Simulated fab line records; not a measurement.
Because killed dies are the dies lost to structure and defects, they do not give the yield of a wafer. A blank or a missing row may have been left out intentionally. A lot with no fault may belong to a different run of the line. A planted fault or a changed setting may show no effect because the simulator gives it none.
fab line records    flow sky130
[record] lots = 6  wafers = 18  last_day = 50
route steps=708 shown VIA4@653 METAL5@661 PAD_OPEN@708
lots with no fault: from the same line, run without faults
start_h: the number of hours between the record's first day and the start of the first shown wafer of the lot    wait_h: how many hours have passed since the lot's step before this one    " as in the row above    L1.1+2: a single row standing in for several wafers    - no value present, or no start provided    * or withheld: withheld    < > ~ a bound
route shown NAME@n: NAME is a module with steps in the file, n the number in the route of the first one    usual: mean/standard deviation taken from wafers without a fault    same: alike in all rows    chamber/n: place in a boat    sites: each site's reading    _std_site: standard deviation across them    _edge_site: the outer-site mean with the inner-site mean subtracted    radius_mm: how far each site lies from the wafer's centre    mask NAME#n: copy n    behind: the most recent tool/chamber to have shaped the wafer    hold: why the lot was held/for how many hours/how that ended    device: the transistor (n, p or np) that didn't switch    end of line: the tests these same wafers got at the end of their route    for a step that has no rows: nothing shown but its recipe    killed: dies lost to structure and defects at the first sort, not the wafer's yield    map: a wafer's dies, marking killed ones x, the rest . and places with no die _
set.NAME: the run value of the setting; set.NAME@STEP: its run value at that earlier step    model.NAME: the simulator's own value behind a step, which no gauge read
a table for each step, a row for each wafer; lots at some steps of the route
services: from which hour (start_h, from the record's first day; less than 0 if before it) a tool's chamber was out of use, for how many hours, and why
[[steps]]
[step SKY_VIA4_STRIP_14]
[recipe] chemistry = post_etch_residue_remover  time_s = 1200  temp_c = 72.5
[step SKY_VIA4_CLEAN_15]
[recipe] chemistry = IPA  time_s = 180  temp_c = 25
[step SKY_VIA4_CLEAN_16]
[recipe] chemistry = O3/DIW  dry = n2_spin
[step SKY_VIA4_SPUTTER_17]
[recipe] material = TiN  target_thk_nm = 20  chamber_pressure_pa = 5  power_w = 4000  time_s = 80
[usual] cathode_dc_power_W = 4000.0/0.72  chamber_pressure_pa = 4.999/0.0096  throttle_valve_pct = 30.2/0.97
lot.wafer  tool            chamber  start_h  wait_h  cathode_dc_power_W  chamber_pressure_pa  throttle_valve_pct
L678.2     pvd_sputter-03  -        1025.93  0.0     3999.3              5.003                29.2
L678.5     "               -        "        "       4000.5              4.998                29.3
L678.6     "               -        "        "       3999.8              4.998                30.7
L679.1     pvd_sputter-01  -        1027.73  0.0     3999.7              4.984                29.1
L679.5     "               -        "        "       4000.2              5.003                29.4
L679.6     "               -        "        "       3999.7              4.982                31.0
L684.3     pvd_sputter-03  -        1065.28  0.0     4000.1              4.988                30.5
L684.5     "               -        "        "       4000.8              5.007                32.1
L684.6     "               -        "        "       3999.3              4.991                30.1
L689.1     pvd_sputter-01  -        1100.85  0.0     4001.2              5.000                29.0
L689.3     "               -        "        "       4000.0              5.004                31.0
L689.5     "               -        "        "       4001.2              4.995                28.7
L693.2     pvd_sputter-03  -        1116.68  0.0     4000.2              4.995                30.1
L693.4     "               -        "        "       4000.5              5.001                30.9
L693.6     "               -        "        "       3999.8              4.993                30.1
L697.2     pvd_sputter-01  -        1153.63  0.0     4001.1              4.982                30.2
L697.5     "               -        "        "       3999.7              4.986                29.5
L697.6     "               -        "        "       3999.8              4.984                30.1
[step SKY_VIA4_CVD_18]
[recipe] material = W  target_thk_nm = 505  time_s = 152.14  temp_c = 400  pressure_torr = 40
[step SKY_VIA4_RS_MEAS_19]
[recipe] thk_meas_gauge = four-point-probe  reads = W_of_VIA4_CVD_18+TiN_of_VIA4_SPUTTER_17
[usual] VIA4_W_RS = 0.2280/0.0024
lot.wafer  tool           chamber  start_h  wait_h  VIA4_W_RS[ohm/sq]
L678.2     film_metro-02  -        1026.16  0.1     0.2261
L678.5     "              -        "        "       0.2245
L678.6     "              -        "        "       0.2249
L679.1     film_metro-01  -        1027.94  0.1     0.2288
L679.5     "              -        "        "       0.2261
L679.6     "              -        "        "       0.2281
L684.3     film_metro-01  -        1065.53  0.1     0.2259
L684.5     "              -        "        "       0.2247
L684.6     "              -        "        "       0.2238
L689.1     film_metro-02  -        1101.07  0.1     0.2270
L689.3     "              -        "        "       0.2242
L689.5     "              -        "        "       0.2263
L693.2     film_metro-02  -        1116.91  0.1     0.2256
L693.4     "              -        "        "       0.2304
L693.6     "              -        "        "       0.2277
L697.2     film_metro-01  -        1153.86  0.1     0.2314
L697.5     "              -        "        "       0.2293
L697.6     "              -        "        "       0.2323
[step SKY_VIA4_THK_MEAS_20]
[recipe] thk_meas_gauge = xrf  reads = W_of_VIA4_CVD_18
[usual] VIA4_W_THK = 491/6.5
lot.wafer  tool           chamber  start_h  wait_h  VIA4_W_THK[nm]
L678.2     film_metro-02  -        1026.27  0.1     498
L678.5     "              -        "        "       503
L678.6     "              -        "        "       500
L679.1     film_metro-01  -        1028.06  0.1     492
L679.5     "              -        "        "       497
L679.6     "              -        "        "       489
L684.3     film_metro-01  -        1065.63  0.1     495
L684.5     "              -        "        "       501
L684.6     "              -        "        "       501
L689.1     film_metro-02  -        1101.19  0.1     499
L689.3     "              -        "        "       505
L689.5     "              -        "        "       499
L693.2     film_metro-02  -        1117.02  0.1     497
L693.4     "              -        "        "       488
L693.6     "              -        "        "       494
L697.2     film_metro-01  -        1153.97  0.1     480
L697.5     "              -        "        "       487
L697.6     "              -        "        "       478
[step SKY_VIA4_CMP_21]
[recipe] stop_on = SiO2  t_overpolish_s = 25  down_force_psi = 3.5  platen_rpm = 60  target_thk_nm = 0  pad_velocity_m_s = 0.94248
[usual] motor_current_A = 10.9/0.96  overpolish_run_s = 24.999/0.0078  slurry_filter_dp_kPa = 13.50/0.14  time_to_endpoint_s = 122/3.4
[same] t_overpolish_s = 25
lot.wafer  tool    chamber  start_h  wait_h  motor_current_A  overpolish_run_s  slurry_filter_dp_kPa  time_to_endpoint_s
L678.2     cmp-02  2        1026.85  0.6     11.9             25.004            13.53                 122
L678.5     "       3        "        "       9.0              24.991            13.45                 128
L678.6     "       0        "        "       11.9             25.000            13.47                 125
L679.1     cmp-02  2        1028.17  0.1     11.5             25.001            13.44                 116
L679.5     "       1        "        "       11.5             25.008            13.32                 122
L679.6     "       2        "        "       11.7             25.005            13.85                 119
L684.3     cmp-01  1        1065.72  0.1     10.9             25.007            13.20                 120
L684.5     "       0        "        "       11.3             25.005            13.34                 122
L684.6     "       1        "        "       10.1             24.998            13.70                 120
L689.1     cmp-02  2        1101.25  0.1     11.3             24.994            13.52                 124
L689.3     "       3        "        "       8.7              24.999            13.61                 127
L689.5     "       2        "        "       10.7             24.993            13.49                 124
L693.4     cmp-02  2        1117.17  0.1     11.2             25.011            13.56                 117
L693.2     "       3        "        "       9.2              24.994            13.49                 125
L693.6     "       1        "        "       12.0             25.002            13.42                 121
L697.2     cmp-02  0        1154.02  0.0     11.8             24.999            13.69                 124
L697.5     "       0        "        "       12.2             25.009            13.68                 124
L697.6     "       1        "        "       11.7             25.001            13.57                 124
[step SKY_METAL5_SPUTTER_00]
[recipe] material = Ti  target_thk_nm = 15  power_w = 3000  time_s = 10  chamber_pressure_pa = 0.4
[usual] cathode_dc_power_W = 3000.0/0.53  chamber_pressure_pa = 0.4000/0.00082  throttle_valve_pct = 30.3/0.89
lot.wafer  tool            chamber  start_h  wait_h  cathode_dc_power_W  chamber_pressure_pa  throttle_valve_pct
L678.2     pvd_sputter-04  -        1027.00  0.1     3000.0              0.3989               29.3
L678.5     "               -        "        "       3000.4              0.4004               30.8
L678.6     "               -        "        "       2999.1              0.3998               30.4
L679.1     pvd_sputter-02  -        1028.42  0.2     2999.8              0.4002               29.4
L679.5     "               -        "        "       3000.4              0.3990               29.2
L679.6     "               -        "        "       2999.9              0.3999               31.0
L684.3     pvd_sputter-04  -        1065.97  0.2     3000.4              0.4002               30.7
L684.5     "               -        "        "       3000.1              0.4001               29.2
L684.6     "               -        "        "       2999.0              0.3990               30.9
L689.1     pvd_sputter-04  -        1101.55  0.2     3000.2              0.3996               30.7
L689.3     "               -        "        "       3000.2              0.4004               29.0
L689.5     "               -        "        "       3001.2              0.4008               30.6
L693.2     pvd_sputter-04  -        1117.37  0.1     2999.1              0.4000               28.7
L693.4     "               -        "        "       3000.6              0.4000               30.8
L693.6     "               -        "        "       3000.0              0.4013               30.8
L697.2     pvd_sputter-03  -        1154.32  0.2     3000.3              0.4001               29.3
L697.5     "               -        "        "       2999.5              0.4001               30.5
L697.6     "               -        "        "       2999.6              0.3987               32.3
[step SKY_METAL5_SPUTTER_01]
[recipe] material = TiN  target_thk_nm = 20  power_w = 6500  time_s = 16.7  chamber_pressure_pa = 0.4
[step SKY_METAL5_SPUTTER_02]
[recipe] material = AlCu  target_thk_nm = 1150  power_w = 10600  time_s = 61.2  chamber_pressure_pa = 0.4
[usual] cathode_dc_power_W = 10600/2  chamber_pressure_pa = 0.4000/0.00084  throttle_valve_pct = 30.3/0.91
lot.wafer  tool            chamber  start_h  wait_h  cathode_dc_power_W  chamber_pressure_pa  throttle_valve_pct
L678.2     pvd_sputter-04  -        1027.05  0.0     10601               0.4004               29.3
L678.5     "               -        "        "       10600               0.4005               30.7
L678.6     "               -        "        "       10601               0.3995               30.4
L679.1     pvd_sputter-02  -        1028.47  0.0     10600               0.3996               29.5
L679.5     "               -        "        "       10602               0.4002               29.3
L679.6     "               -        "        "       10599               0.4003               31.2
L684.3     pvd_sputter-04  -        1066.02  0.0     10595               0.3991               30.9
L684.5     "               -        "        "       10599               0.4006               28.9
L684.6     "               -        "        "       10599               0.4008               31.0
L689.1     pvd_sputter-04  -        1101.60  0.0     10598               0.4019               30.8
L689.3     "               -        "        "       10601               0.3992               28.7
L689.5     "               -        "        "       10602               0.4007               30.8
L693.2     pvd_sputter-04  -        1117.42  0.0     10602               0.3999               28.9
L693.4     "               -        "        "       10603               0.4007               30.9
L693.6     "               -        "        "       10601               0.3991               30.9
L697.2     pvd_sputter-03  -        1154.37  0.0     10599               0.4018               29.2
L697.5     "               -        "        "       10600               0.4009               30.4
L697.6     "               -        "        "       10602               0.3996               31.9
[step SKY_METAL5_SPUTTER_03]
[recipe] material = Ti  target_thk_nm = 5  power_w = 3000  time_s = 3.3  chamber_pressure_pa = 0.4
[usual] cathode_dc_power_W = 3000.0/0.53  chamber_pressure_pa = 0.4001/0.00084  throttle_valve_pct = 30.3/0.92
lot.wafer  tool            chamber  start_h  wait_h  cathode_dc_power_W  chamber_pressure_pa  throttle_valve_pct
L678.2     pvd_sputter-04  -        1027.10  0.0     3000.6              0.4002               28.8
L678.5     "               -        "        "       3000.4              0.4008               31.0
L678.6     "               -        "        "       3000.7              0.4000               30.7
L679.1     pvd_sputter-02  -        1028.52  0.0     3000.1              0.4004               29.2
L679.5     "               -        "        "       2999.4              0.4014               29.1
L679.6     "               -        "        "       3000.1              0.4006               30.8
L684.3     pvd_sputter-04  -        1066.07  0.0     3000.1              0.4007               30.9
L684.5     "               -        "        "       3000.3              0.3993               29.0
L684.6     "               -        "        "       2999.2              0.3994               30.9
L689.1     pvd_sputter-04  -        1101.65  0.0     3000.5              0.4022               30.8
L689.3     "               -        "        "       2999.7              0.3997               28.9
L689.5     "               -        "        "       3000.4              0.4003               30.9
L693.2     pvd_sputter-04  -        1117.47  0.0     3000.1              0.4007               29.0
L693.4     "               -        "        "       3000.6              0.4001               30.6
L693.6     "               -        "        "       2999.7              0.4009               30.8
L697.2     pvd_sputter-03  -        1154.42  0.0     2999.8              0.3997               28.8
L697.5     "               -        "        "       3000.2              0.3997               30.2
L697.6     "               -        "        "       2999.5              0.4001               32.0
[step SKY_METAL5_SPUTTER_04]
[recipe] material = TiN  target_thk_nm = 70  power_w = 6500  time_s = 58.3  chamber_pressure_pa = 0.4
[usual] cathode_dc_power_W = 6500.1/1.2  chamber_pressure_pa = 0.3999/0.00087  throttle_valve_pct = 30.3/0.92
lot.wafer  tool            chamber  start_h  wait_h  cathode_dc_power_W  chamber_pressure_pa  throttle_valve_pct
L678.2     pvd_sputter-04  -        1027.12  0.0     6502.8              0.3984               29.0
L678.5     "               -        "        "       6499.5              0.4002               30.9
L678.6     "               -        "        "       6499.8              0.4003               30.9
L679.1     pvd_sputter-02  -        1028.54  0.0     6499.9              0.3989               29.3
L679.5     "               -        "        "       6499.7              0.4012               29.0
L679.6     "               -        "        "       6499.0              0.3989               30.8
L684.3     pvd_sputter-04  -        1066.09  0.0     6499.9              0.3998               30.8
L684.5     "               -        "        "       6501.8              0.4002               29.2
L684.6     "               -        "        "       6500.5              0.3991               30.9
L689.1     pvd_sputter-04  -        1101.67  0.0     6501.8              0.4006               30.9
L689.3     "               -        "        "       6500.5              0.4321               27.9
L689.5     "               -        "        "       6498.7              0.4002               30.9
L693.2     pvd_sputter-04  -        1117.49  0.0     6499.1              0.4315               28.2
L693.4     "               -        "        "       6498.6              0.4011               30.8
L693.6     "               -        "        "       6498.1              0.3984               30.8
L697.2     pvd_sputter-03  -        1154.44  0.0     6501.4              0.3995               29.1
L697.5     "               -        "        "       6498.9              0.4001               30.2
L697.6     "               -        "        "       6500.2              0.3992               31.8
[step SKY_METAL5_RS_MEAS_05]
[recipe] thk_meas_gauge = four-point-probe  reads = TiN_of_METAL5_SPUTTER_04+Ti_of_METAL5_SPUTTER_03+AlCu_of_METAL5_SPUTTER_02+TiN_of_METAL5_SPUTTER_01+Ti_of_METAL5_SPUTTER_00
[usual] METAL5_ALCU_RS = 0.02705/0.00025
lot.wafer  tool           chamber  start_h  wait_h  METAL5_ALCU_RS[ohm/sq]
L678.2     film_metro-04  -        1027.19  0.0     0.0274
L678.5     "              -        "        "       0.02721
L678.6     "              -        "        "       0.02723
L679.1     film_metro-04  -        1028.59  0.0     0.02682
L679.5     "              -        "        "       0.02684
L679.6     "              -        "        "       0.02674
L684.3     film_metro-01  -        1066.18  0.1     0.0275
L684.5     "              -        "        "       0.02746
L684.6     "              -        "        "       0.02738
L689.1     film_metro-02  -        1101.72  0.0     0.02671
L689.3     "              -        "        "       0.02673
L689.5     "              -        "        "       0.02696
L693.2     film_metro-02  -        1117.56  0.0     0.02696
L693.4     "              -        "        "       0.02733
L693.6     "              -        "        "       0.02705
L697.2     film_metro-01  -        1154.51  0.0     0.02712
L697.5     "              -        "        "       0.02731
L697.6     "              -        "        "       0.02703
[step SKY_PAD_OPEN_PROBE_99]
[usual] defect_limited_yield = 82.6/2.1  killed_at_M0_to_M3 = 44/7.5  killed_at_M4_up = 3.1/1.7  killed_at_contacts = 24/6.2  killed_at_front_end = 15/4.2  killed_at_other = 0.4/0.58  killed_dies = 85/10  killed_open = 47/7.7  killed_short = 38/6.4  sort_bin_3_pad_short = 0.8/0.41  sort_bin_5_function = 10.3/1.7  sort_bin_6_memory = 6.2/1.1  sort_n_pass = 407/10  sort_yield_pct = 82.6/2.1
[same] gross_dies = 492  killed_at_back_side = 0  sort_bin_4_leakage[%] = 0  sort_bin_8_speed[%] = 0
lot.wafer  tool       chamber  start_h  wait_h  defect_limited_yield[%]  killed_at_M0_to_M3  killed_at_M4_up  killed_at_contacts  killed_at_front_end  killed_at_other  killed_dies  killed_open  killed_short  sort_bin_3_pad_short[%]  sort_bin_5_function[%]  sort_bin_6_memory[%]  sort_n_pass  sort_yield_pct[%]
L678.2     prober-02  -        1094.41  0.1     85.0                     36                  5                20                  13                   0                74           38           36            1.0                      7.9                     6.1                   418          85.0
L678.5     prober-02  -        1094.56  0.2     86.0                     39                  2                19                  9                    0                69           35           34            1.2                      7.5                     5.3                   423          86.0
L678.6     prober-02  -        1094.61  0.2     84.1                     33                  5                23                  16                   1                78           39           39            0.8                      10.8                    4.3                   414          84.1
L679.1     prober-01  -        1095.54  0.1     81.1                     61                  2                16                  13                   1                93           38           55            1.0                      11.4                    6.5                   399          81.1
L679.5     prober-01  -        1095.74  0.2     81.7                     54                  4                16                  16                   0                90           56           34            0.4                      11.4                    6.5                   402          81.7
L679.6     prober-01  -        1095.79  0.2     77.8                     50                  8                30                  21                   0                109          64           45            1.0                      12.8                    8.3                   383          77.8
L684.3     prober-02  -        1130.00  0.2     80.5                     48                  5                30                  13                   0                96           53           43            1.0                      11.2                    7.3                   396          80.5
L684.5     prober-02  -        1130.10  0.2     83.1                     39                  5                25                  14                   0                83           51           31            0.8                      8.3                     7.7                   409          83.1
L684.6     prober-02  -        1130.15  0.2     82.5                     41                  6                26                  11                   2                86           44           42            0.8                      9.1                     7.5                   406          82.5
L689.1     prober-01  -        1162.09  0.1     83.1                     45                  3                21                  14                   0                83           45           36            1.0                      10.6                    5.3                   409          83.1
L689.3     prober-01  -        1162.19  0.2     80.7                     43                  1                33                  17                   1                95           47           46            1.4                      12.4                    5.5                   397          80.7
L689.5     prober-01  -        1162.29  0.2     80.7                     52                  2                27                  14                   0                95           56           37            0.2                      12.8                    6.3                   397          80.7
L693.2     prober-01  -        1175.85  0.1     81.9                     46                  3                28                  12                   0                89           49           40            1.0                      10.0                    7.1                   403          81.9
L693.4     prober-01  -        1175.95  0.2     83.9                     44                  5                16                  13                   1                79           45           33            0.4                      9.1                     6.5                   413          83.9
L693.6     prober-01  -        1176.05  0.2     84.3                     44                  2                19                  12                   0                77           40           37            0.6                      9.6                     5.5                   415          84.3
L697.2     prober-01  -        1205.58  0.1     83.7                     36                  3                26                  15                   0                80           39           41            0.4                      11.2                    4.7                   412          83.7
L697.5     prober-01  -        1205.73  0.2     83.3                     40                  2                18                  22                   0                82           44           38            0.6                      10.4                    5.7                   410          83.3
L697.6     prober-01  -        1205.78  0.2     81.7                     47                  0                27                  16                   0                90           58           31            0.8                      9.8                     7.7                   402          81.7
// killed by level:class
L678.2 LI_CONTACT:geometric_particle:open=7 VIA2:geometric_particle:open=7 CONTACT:geometric_particle:open=7 VIA1:geometric_particle:open=7 FIELD_ISO:geometric_particle:short=5 METAL1:geometric_particle:short=5 VIA2:geometric_particle:short=5 VIA3:geometric_particle:short=5
L678.5 CONTACT:geometric_particle:open=9 METAL1:geometric_particle:short=6 METAL2:geometric_particle:short=6 LI_CONTACT:geometric_particle:open=5 VIA1:geometric_particle:short=5 VIA2:geometric_particle:open=5 VIA3:geometric_particle:short=4 VIA1:geometric_particle:open=4
L678.6 CONTACT:geometric_particle:open=8 CONTACT:geometric_particle:short=7 VIA1:geometric_particle:open=6 VIA3:geometric_particle:open=6 FIELD_ISO:geometric_particle:open=5 METAL1:geometric_particle:short=4 METAL2:geometric_particle:short=4 METAL4:geometric_particle:short=4
L679.1 VIA1:geometric_particle:open=14 METAL1:geometric_particle:short=10 METAL2:geometric_particle:short=8 VIA1:geometric_particle:short=8 VIA3:geometric_particle:short=7 POLY_GATE:geometric_particle:short=6 LI_CONTACT:geometric_particle:short=5 VIA2:geometric_particle:open=5
L679.5 VIA1:geometric_particle:open=17 VIA1:geometric_particle:short=9 CONTACT:geometric_particle:open=8 VIA2:geometric_particle:open=8 POLY_GATE:geometric_particle:short=5 POLY_GATE:geometric_particle:open=5 METAL1:geometric_particle:short=4 METAL2:geometric_particle:short=4
L679.6 VIA1:geometric_particle:open=16 CONTACT:geometric_particle:open=9 LI_CONTACT:geometric_particle:open=8 VIA3:geometric_particle:open=8 CONTACT:geometric_particle:short=7 METAL2:geometric_particle:short=6 POLY_GATE:geometric_particle:short=6 VIA2:geometric_particle:open=6
L684.3 VIA1:geometric_particle:open=15 CONTACT:geometric_particle:open=14 LOCAL_INTERCONNECT:geometric_particle:short=8 METAL1:geometric_particle:short=8 VIA3:geometric_particle:open=8 VIA1:geometric_particle:short=6 METAL4:geometric_particle:short=5 POLY_GATE:geometric_particle:open=4
L684.5 VIA1:geometric_particle:open=10 LI_CONTACT:geometric_particle:open=8 CONTACT:geometric_particle:open=7 CONTACT:geometric_particle:short=5 VIA3:geometric_particle:short=5 VIA2:geometric_particle:open=5 VIA3:geometric_particle:open=5 VIA1:geometric_particle:short=4
L684.6 VIA1:geometric_particle:open=11 CONTACT:geometric_particle:open=9 LOCAL_INTERCONNECT:geometric_particle:short=6 CONTACT:geometric_particle:short=6 METAL2:geometric_particle:short=6 VIA2:geometric_particle:short=5 VIA3:geometric_particle:open=4 POLY_GATE:geometric_particle:open=3
L689.1 VIA1:geometric_particle:open=14 CONTACT:geometric_particle:open=7 METAL2:geometric_particle:short=7 CONTACT:geometric_particle:short=5 VIA3:geometric_particle:open=5 VIA2:geometric_particle:short=5 FIELD_ISO:geometric_particle:open=4 LI_CONTACT:geometric_particle:open=4
L689.3 CONTACT:geometric_particle:open=10 LOCAL_INTERCONNECT:geometric_particle:short=10 METAL2:geometric_particle:short=8 VIA3:geometric_particle:open=8 VIA2:geometric_particle:open=7 LI_CONTACT:geometric_particle:open=5 VIA1:geometric_particle:open=5 POLY_GATE:geometric_particle:open=4
L689.5 CONTACT:geometric_particle:open=13 VIA1:geometric_particle:open=12 METAL2:geometric_particle:short=9 LI_CONTACT:geometric_particle:open=7 VIA2:geometric_particle:open=7 VIA3:geometric_particle:open=7 VIA1:geometric_particle:short=5 FIELD_ISO:geometric_particle:open=4
L693.2 LI_CONTACT:geometric_particle:open=11 VIA1:geometric_particle:open=9 CONTACT:geometric_particle:short=8 METAL1:geometric_particle:short=8 VIA2:geometric_particle:open=8 CONTACT:geometric_particle:open=6 VIA3:geometric_particle:open=6 POLY_GATE:geometric_particle:short=4
L693.4 VIA1:geometric_particle:open=13 METAL1:geometric_particle:short=9 CONTACT:geometric_particle:open=6 VIA3:geometric_particle:open=6 VIA2:geometric_particle:open=5 CONTACT:geometric_particle:short=5 METAL2:geometric_particle:short=5 LI_CONTACT:geometric_particle:short=4
L693.6 VIA1:geometric_particle:open=12 CONTACT:geometric_particle:open=7 VIA1:geometric_particle:short=7 LI_CONTACT:geometric_particle:open=5 VIA2:geometric_particle:short=4 VIA2:geometric_particle:open=4 VIA3:geometric_particle:open=4 FIELD_ISO:geometric_particle:open=3
L697.2 CONTACT:geometric_particle:open=8 VIA1:geometric_particle:open=7 LOCAL_INTERCONNECT:geometric_particle:short=6 VIA3:geometric_particle:open=6 FIELD_ISO:geometric_particle:short=5 CONTACT:geometric_particle:short=5 VIA1:geometric_particle:short=5 METAL2:geometric_particle:short=5
L697.5 VIA1:geometric_particle:open=11 VIA3:geometric_particle:open=8 POLY_GATE:geometric_particle:short=7 CONTACT:geometric_particle:open=7 FIELD_ISO:geometric_particle:short=5 METAL2:geometric_particle:short=5 LI_CONTACT:geometric_particle:open=4 METAL1:geometric_particle:short=4
L697.6 VIA1:geometric_particle:open=17 VIA2:geometric_particle:open=11 CONTACT:geometric_particle:open=10 VIA3:geometric_particle:open=6 FIELD_ISO:geometric_particle:open=5 LI_CONTACT:geometric_particle:open=5 CONTACT:geometric_particle:short=5 METAL1:geometric_particle:short=5
[[services]]
tool            chamber  start_h  hours  kind
cmp-01          -        1021.88  10.0   pm
cmp-01          -        1031.91  7.1    pm
cmp-01          -        1039.96  1.6    repair
pvd_sputter-03  -        1047.69  3.0    repair
cmp-01          -        1064.15  0.2    repair
pvd_sputter-04  -        1070.64  1.6    repair
cmp-02          -        1073.92  0.3    repair
cmp-01          -        1084.17  4.0    pm
cmp-01          -        1085.17  0.5    repair
cmp-01          -        1088.17  -      consumable_replace:conditioner
cmp-01          -        1088.17  -      consumable_replace:pad
cmp-01          -        1123.77  2.2    repair
[[key]]
[first_sign] step = SKY_METAL5_SPUTTER_04  reading = chamber_pressure_pa  direction = up  sigmas = 36  usual = 0.3999  struck = 0.4318
effect none on later readings
met_at SKY_METAL5_SPUTTER_04
struck_wafers L689.3,L693.2
onset_between 1066.09 1101.67
[fault] kind = process_parameter_drift  tool = pvd_sputter-04  chamber = -  onset_h = 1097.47  steps = SKY_METAL5_SPUTTER_04  channel = chamber_pressure_pa  offset = 0.031561  shape = step  end_h = 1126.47  acts_in = these_recipes_only  stated = 0.4  scope = struck_wafers_only
